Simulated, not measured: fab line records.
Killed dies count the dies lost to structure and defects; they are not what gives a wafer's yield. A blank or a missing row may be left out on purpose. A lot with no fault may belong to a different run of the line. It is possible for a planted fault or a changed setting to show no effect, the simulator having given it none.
Problem report, 8D (eight disciplines) form, completed by code + flow sky130 + the parts of the form that need people (team, actions taken, sign-off) are left out

## 1. THE PROBLEM
Mean PASSIVATION_CVD_02_THK at SKY_PASSIVATION_THK_MEAS_03: 646 nm over 3 wafers in 2 lots; fault-free wafers: 539 nm, standard deviation 7.1. Measured from the usual mean, that is +15 standard deviations.
First observed at day 44 02:13: wafer L456.2, on film-metro-02. Wafers with a number at this step in the record: 30, from 10 lots. By rule, "out" or "out of limits" means more than 4 standard deviations away from the usual mean. Any other wafer with a number is counted as sound.

## 2. WHAT IT IS, AND WHAT IT ISN'T
| question                    | is                           | is not                                                                                             |
|-----------------------------|------------------------------|----------------------------------------------------------------------------------------------------|
| which readings at this step | PASSIVATION_CVD_02_THK       | -                                                                                                  |
| which lots                  | L456, L459                   | L449, L454, L455, L460, L461, L466, L467, L469                                                     |
| which wafers of those lots  | L456.2, L456.4, L459.2       | L456.3, L459.1, L459.4                                                                             |
| read on which gauges        | film-metro-01, film-metro-02 | film-metro-04                                                                                      |
| when                        | from day 44 02:13            | up to then (10 sound wafers); but 17 sound wafers of L459, L460, L461, L466, L467, L469 came after |

## 3. SUSPECTS, AND WHAT RULES EACH OUT
Counting: a tool at a process step up to the reading stays a suspect if it ran every lot that is out. Sound lots after the first of them don't rule it out here, since some wafers of a struck lot are sound.
- the gauge at SKY_PASSIVATION_THK_MEAS_03 is ruled out. 2 gauges (film-metro-01, film-metro-02) read the wafers that are out.
- plasma-asher-02 at SKY_VIA4_STRIP_13 (strips in O2/N2): kept. It ran every lot that is out, first L456 (day 43 01:55).
- cvd-w-01 at SKY_VIA4_CVD_18 (deposits W, target thk 505 nm, time 152.14 s): kept. It processed each lot that is out (first: L456, day 43 02:34); up to then, its last sound lot is L454 (day 42 03:25).
- rie-metal-02 at SKY_METAL5_DESCUM_14 (chemistry O2, time 11 s): kept. It ran every lot that is out, first L456 (day 44 01:01).
- pecvd-03 at SKY_PASSIVATION_CVD_02 (deposits Si3N4, target thk 540 nm): kept. It processed each lot that is out (first: L456, day 44 01:57); up to then, its last sound lot is L455 (day 43 17:02).
- In pecvd-03 at SKY_PASSIVATION_CVD_02, the wafers that are out were processed in chamber 2 and their sound lot-mates in chambers 0, 1.
Left after counting: plasma-asher-02 at SKY_VIA4_STRIP_13, cvd-w-01 at SKY_VIA4_CVD_18, rie-metal-02 at SKY_METAL5_DESCUM_14, pecvd-03 at SKY_PASSIVATION_CVD_02.

## 4. THE CAUSE (what the simulator had put in)
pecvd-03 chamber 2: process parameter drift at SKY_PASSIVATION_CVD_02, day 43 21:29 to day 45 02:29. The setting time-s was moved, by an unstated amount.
Counting leaves 4 suspects; this tool is one of them.

## 5. SEQUENCE OF EFFECTS, ordered by route
Rows list readings where the struck wafers' mean (over those with a number) sits beyond 3 standard deviations from the usual. Readings are gone through only where the record gives a usual standard deviation; hours: the median, over the lots, of the time from a lot's start at the first step in this table giving one to that lot's start at this step; sigmas: the change measured in usual standard deviations.
| hours | step                        | reading                | usual      | on struck wafers | change | sigmas |
|-------|-----------------------------|------------------------|------------|------------------|--------|--------|
| 0     | SKY_PASSIVATION_THK_MEAS_03 | PASSIVATION_CVD_02_THK | 539 nm     | 646              | +107   | +15    |
| 20    | SKY_PASSIVATION_ETCH_11     | oes-product-au         | 0.977 a.u. | 1.002            | +0.025 | +3.6   |
It contains these process steps:
- SKY_PASSIVATION_ETCH_11: etches the open film in CF4/O2, stops on AlCu, target depth 725 nm, time 161.1 s.

## 6. WHAT WOULD HAVE CAUGHT IT SOONER
The first out-of-limits reading at a measuring or inspecting step in this record came at day 44 02:13, 5 hours after the fault's start at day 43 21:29.
No tool reading at SKY_PASSIVATION_CVD_02 that has a usual standard deviation in the record was out on any struck wafer, so an alarm limit of 4 standard deviations on those readings would not have fired.
L459, from the lots that are out (2), started SKY_PASSIVATION_CVD_02 on pecvd-03 later than day 44 02:13. Putting the tool on hold at that point would have spared it.
